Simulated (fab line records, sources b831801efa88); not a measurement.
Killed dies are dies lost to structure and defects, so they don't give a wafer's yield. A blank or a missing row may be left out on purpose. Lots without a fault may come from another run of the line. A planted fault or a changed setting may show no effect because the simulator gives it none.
fab line records | flow sky130 | part 2 of 2: steps 27 to 35 of 35
record lots=5 wafers=15 last_day=50
route steps=708 shown SD_N@347 SD_P@359 RES_XHIGH@360 SALICIDE@361 LI_CONTACT@362
lots that met no fault: from a run of the same line without faults
start_h: hours from the record's first day to the start of the lot's first wafer shown | wait_h: hours since the lot's step before | " the same as in the row above | L1.1+2: a row that stands for several wafers | - no value, or no start given | * or withheld: withheld | < > ~ a bound
route shown NAME@n: a module of which the file shows steps, and the number in the route of the first | usual: mean/standard deviation of fault-free wafers | same: alike in all rows | chamber/n: place in a boat | sites: the reading at each site | _std_site: their standard deviation | _edge_site: outer sites' mean less inner sites' | radius_mm: how far each site lies from the wafer's centre | mask NAME#n: copy n | behind: the tool/chamber that last shaped the wafer | hold: why the lot was held/for how many hours/how that ended | device: the transistor (n, p or np) that didn't switch | end of line: the same wafers' tests at the end of the route | a step without rows: its recipe alone | killed: dies lost to structure and defects at the first sort, not the wafer's yield | map: a wafer's dies, x killed, . not, _ none there
set.NAME: the setting as run; set.NAME@STEP: as run at that earlier step | model.NAME: the simulator's own value behind a step, which no gauge read
lots at some steps of the route; a table a step, a row a wafer
services: from which hour (start_h, from the record's first day; less than 0 if before it) a tool's chamber was out of use, for how many hours, and why
## steps
# step SKY_LI_CONTACT_CD_MEAS_12
# recipe target_cd_nm=170
# usual cd_nm=170.1/1.6
# columns lot.wafer tool chamber start_h wait_h cd_nm
L080.1 cd_sem-02 - 735.32 - 170.5
L080.5 " - " " 168.7
L080.6 " - " " 168.4
L084.1 cd_sem-01 - 776.76 - 168.9
L084.2 " - " " 169.1
L084.3 " - " " 168.8
L086.1 cd_sem-02 - 779.12 - 171.6
L086.2 " - " " 170.4
L086.6 " - " " 169.2
L096.3 cd_sem-02 - 844.91 - 168.9
L096.4 " - " " 169.1
L096.6 " - " " 168.3
L097.2 cd_sem-01 - 845.65 - 169.5
L097.5 " - " " 170.8
L097.6 " - " " 169.2
# step SKY_LI_CONTACT_OVL_MEAS_13
# usual LI_CONTACT_OVL=-4/5.5
# columns lot.wafer tool chamber start_h wait_h LI_CONTACT_OVL[nm]
L080.1 overlay-02 - 735.44 0.1 -8
L080.5 " - " " -10
L080.6 " - " " -7
L084.1 overlay-01 - 776.88 0.1 -10
L084.2 " - " " -2
L084.3 " - " " -12
L086.1 overlay-01 - 779.24 0.1 -18
L086.2 " - " " -12
L086.6 " - " " -13
L096.3 overlay-02 - 845.00 0.1 -13
L096.4 " - " " -4
L096.6 " - " " -12
L097.2 overlay-02 - 845.75 0.1 1
L097.5 " - " " 5
L097.6 " - " " -3
# step SKY_LI_CONTACT_ETCH_14
# recipe chemistry=N2/H2 target=BARC ion_energy_ev=200 source_w=500 bias_w=100 pressure_mtorr=30 n2_flow_sccm=100 h2_flow_sccm=200 stop_on=SiO2 time_s=45.9 target_depth_a=600
# usual bias_w=100.0/0.33 drypump_motor_current_A=5.8/0.48 oes_product_au=0.856/0.0044 throttle_valve_pct=13.224/0.0091
# columns lot.wafer tool chamber start_h wait_h bias_w drypump_motor_current_A oes_product_au rf_hours_counter_h throttle_valve_pct
L080.1 rie_diel-04 1 735.47 0.0 99.3 5.3 0.855 2 13.222
L080.5 " 0 " " 99.9 5.7 0.862 - 13.233
L080.6 " 1 " " 99.8 5.3 0.850 - 13.228
L084.1 rie_diel-03 2 776.91 0.0 100.2 6.1 0.859 22 13.217
L084.2 " 3 " " 100.4 5.7 0.855 10 13.235
L084.3 " 0 " " 99.8 6.6 0.854 10 13.216
L086.1 rie_diel-02 3 779.27 0.0 100.4 6.3 0.860 9 13.231
L086.2 " 2 " " 100.3 5.7 0.861 21 13.236
L086.6 " 0 " " 100.0 6.2 0.856 - 13.204
L096.3 rie_diel-04 3 845.02 0.0 100.4 5.3 0.858 3 13.224
L096.4 " 0 " " 100.1 5.7 0.853 14 13.236
L096.6 " 2 " " 100.4 4.8 0.857 - 13.241
L097.2 rie_diel-03 3 845.78 0.0 100.2 5.7 0.850 12 13.219
L097.5 " 3 " " 100.2 5.7 0.857 - 13.227
L097.6 " 2 " " 99.6 6.1 0.857 - 13.236
# step SKY_LI_CONTACT_ETCH_15
# recipe target=PSG chemistry=C4F8/O2/Ar stop_on=Si taper_deg=4.15 mask_material=KrF-thick source_w=1500 bias_w=1200 pressure_mtorr=40 c4f8_flow_sccm=withheld O2_flow_sccm=6 Ar_flow_sccm=300 time_s=withheld target_depth_a=6000
# usual bias_w=1200/3.7 oes_product_au=0.842/0.0052
# columns lot.wafer tool chamber start_h wait_h bias_w oes_product_au
L080.1 rie_diel-04 1 735.51 0.0 1198 0.840
L080.5 " 0 " " 1204 0.847
L080.6 " 1 " " 1199 0.852
L084.1 rie_diel-03 2 776.95 0.0 1208 0.846
L084.2 " 3 " " 1193 0.843
L084.3 " 0 " " 1199 0.841
L086.1 rie_diel-02 3 779.31 0.0 1197 0.841
L086.2 " 2 " " 1203 0.836
L086.6 " 0 " " 1201 0.841
L096.3 rie_diel-04 3 845.06 0.0 1195 0.838
L096.4 " 0 " " 1198 0.838
L096.6 " 2 " " 1202 0.832
L097.2 rie_diel-03 3 845.83 0.0 1198 0.846
L097.5 " 3 " " 1200 0.840
L097.6 " 2 " " 1203 0.835
# step SKY_LI_CONTACT_STRIP_16
# recipe chemistry=O2/N2 power_w=1400 pressure_mtorr=1500 platen_temp_c=withheld o2_flow_sccm=3000 n2_flow_sccm=300 overash_fraction=0.5
# usual drypump_motor_current_A=5.8/0.47 o2_flow_sccm=2999/8.8 oes_product_au=0.377/0.005 strip_time_to_endpoint_s=3.51/0.056
# columns lot.wafer tool chamber start_h wait_h drypump_motor_current_A o2_flow_sccm oes_product_au rf_hours_counter_h strip_time_to_endpoint_s
L080.1 plasma_asher-01 1 735.60 - 5.5 3014 0.377 88 3.54
L080.5 " 0 " " 5.9 3003 0.384 - 3.52
L080.6 " 1 " " 5.5 3007 0.373 - 3.52
L084.1 plasma_asher-03 0 777.04 - 5.8 3004 0.372 3 3.49
L084.2 " 1 " " 6.5 2983 0.378 3 3.57
L084.3 " 0 " " 5.8 3009 0.374 - 3.40
L086.1 plasma_asher-02 1 779.40 - 5.5 2996 0.376 68 3.50
L086.2 " 0 " " 5.0 2989 0.374 68 3.50
L086.6 " 1 " " 5.5 2993 0.382 - 3.62
L096.3 plasma_asher-03 1 845.18 - 6.5 2995 0.380 - 3.48
L096.4 " 0 " " 5.8 3000 0.373 - 3.51
L096.6 " 1 " " 6.5 3012 0.372 - 3.51
L097.2 plasma_asher-03 0 845.91 - 5.8 2995 0.383 9 3.54
L097.5 " 1 " " 6.5 3001 0.383 - 3.54
L097.6 " 0 " " 5.8 3000 0.373 - 3.51
# step SKY_LI_CONTACT_CLEAN_17
# recipe chemistry=NMP time_s=600 temp_c=60 dry=n2_spin
# usual bath_guard_temp_C=60.3/0.47
# columns lot.wafer tool chamber start_h wait_h bath_guard_temp_C
L080.1 wet_bench-01 3 735.70 0.1 60.9
L080.5 " 3 " " 60.8
L080.6 " 3 " " 60.9
L084.1 wet_bench-03 2 777.14 0.1 60.0
L084.2 " 2 " " 59.7
L084.3 " 2 " " 60.1
L086.1 wet_bench-01 0 779.50 0.1 60.6
L086.2 " 0 " " 60.3
L086.6 " 0 " " 60.2
L096.3 wet_bench-01 3 845.25 0.0 60.7
L096.4 " 3 " " 61.3
L096.6 " 3 " " 60.9
L097.2 wet_bench-01 0 846.01 0.1 60.2
L097.5 " 0 " " 60.6
L097.6 " 0 " " 60.3
# step SKY_LI_CONTACT_PRE_CLEAN_18
# recipe gas=Ar time_s=5.6 bias_v=358
# columns lot.wafer tool chamber start_h wait_h
L080.1+5+6 pvd_sputter-02 - 735.89 0.0
L084.1+2+3 pvd_sputter-04 - 777.33 0.0
L086.1+2+6 pvd_sputter-01 - 779.67 0.0
L096.3+4+6 pvd_sputter-01 - 845.44 0.0
L097.2+5+6 pvd_sputter-02 - 846.20 0.0
# step SKY_LI_CONTACT_SPUTTER_19
# recipe material=Ti target_thk_nm=20 chamber_pressure_pa=5 power_w=2500 substrate_temp_c=200 time_s=106.37
# usual throttle_valve_pct=30.2/0.95
# columns lot.wafer tool chamber start_h wait_h throttle_valve_pct
L080.1 pvd_sputter-02 - 735.91 0.0 29.3
L080.5 " - " " 29.7
L080.6 " - " " 30.7
L084.1 pvd_sputter-04 - 777.35 0.0 29.2
L084.2 " - " " 29.9
L084.3 " - " " 29.8
L086.1 pvd_sputter-01 - 779.69 0.0 28.9
L086.2 " - " " 29.7
L086.6 " - " " 29.6
L096.3 pvd_sputter-01 - 845.46 0.0 30.7
L096.4 " - " " 29.8
L096.6 " - " " 29.1
L097.2 pvd_sputter-02 - 846.22 0.0 31.6
L097.5 " - " " 31.2
L097.6 " - " " 32.1
# step SKY_LI_CONTACT_SPUTTER_20
# recipe material=TiN target_thk_nm=20 chamber_pressure_pa=5 power_w=4000 time_s=80
# usual throttle_valve_pct=30.2/0.93
# columns lot.wafer tool chamber start_h wait_h throttle_valve_pct
L080.1 pvd_sputter-02 - 735.99 0.0 29.7
L080.5 " - " " 29.5
L080.6 " - " " 30.9
L084.1 pvd_sputter-04 - 777.43 0.0 29.4
L084.2 " - " " 29.7
L084.3 " - " " 29.8
L086.1 pvd_sputter-01 - 779.77 0.0 28.8
L086.2 " - " " 29.8
L086.6 " - " " 29.8
L096.3 pvd_sputter-01 - 845.54 0.0 31.0
L096.4 " - " " 29.8
L096.6 " - " " 29.2
L097.2 pvd_sputter-02 - 846.30 0.0 31.8
L097.5 " - " " 30.8
L097.6 " - " " 31.7
## services
# columns tool chamber start_h hours kind
pvd_sputter-02 - 684.09 2.1 repair
wet_bench-02 - 686.81 3.4 repair
krf_scanner-01 - 692.98 1.0 pm
pvd_sputter-02 - 698.43 0.9 repair
rie_diel-03 0 707.07 7.1 repair
krf_scanner-01 - 709.76 0.8 pm
krf_scanner-01 - 713.30 0.9 repair
rie_diel-04 1 713.55 10.0 repair
rie_diel-03 1 723.45 1.3 repair
rie_diel-03 3 724.88 8.2 repair
plasma_asher-03 - 733.75 9.0 pm
cmp-01 - 744.22 4.0 pm
rie_diel-04 - 746.25 14.6 pm
krf_scanner-01 - 751.00 0.2 repair
plasma_asher-03 - 760.75 1.3 repair
plasma_asher-03 - 765.17 0.7 repair
plasma_asher-03 - 767.88 2.0 repair
pvd_sputter-01 - 812.13 1.7 repair
implanter-02 - 817.12 3.6 pm
rie_diel-04 - 817.82 2.8 pm
krf_scanner-01 - 819.20 1.3 pm
krf_scanner-01 - 820.70 0.3 repair
plasma_asher-03 - 828.68 3.6 repair
implanter-02 - 837.13 6.1 repair
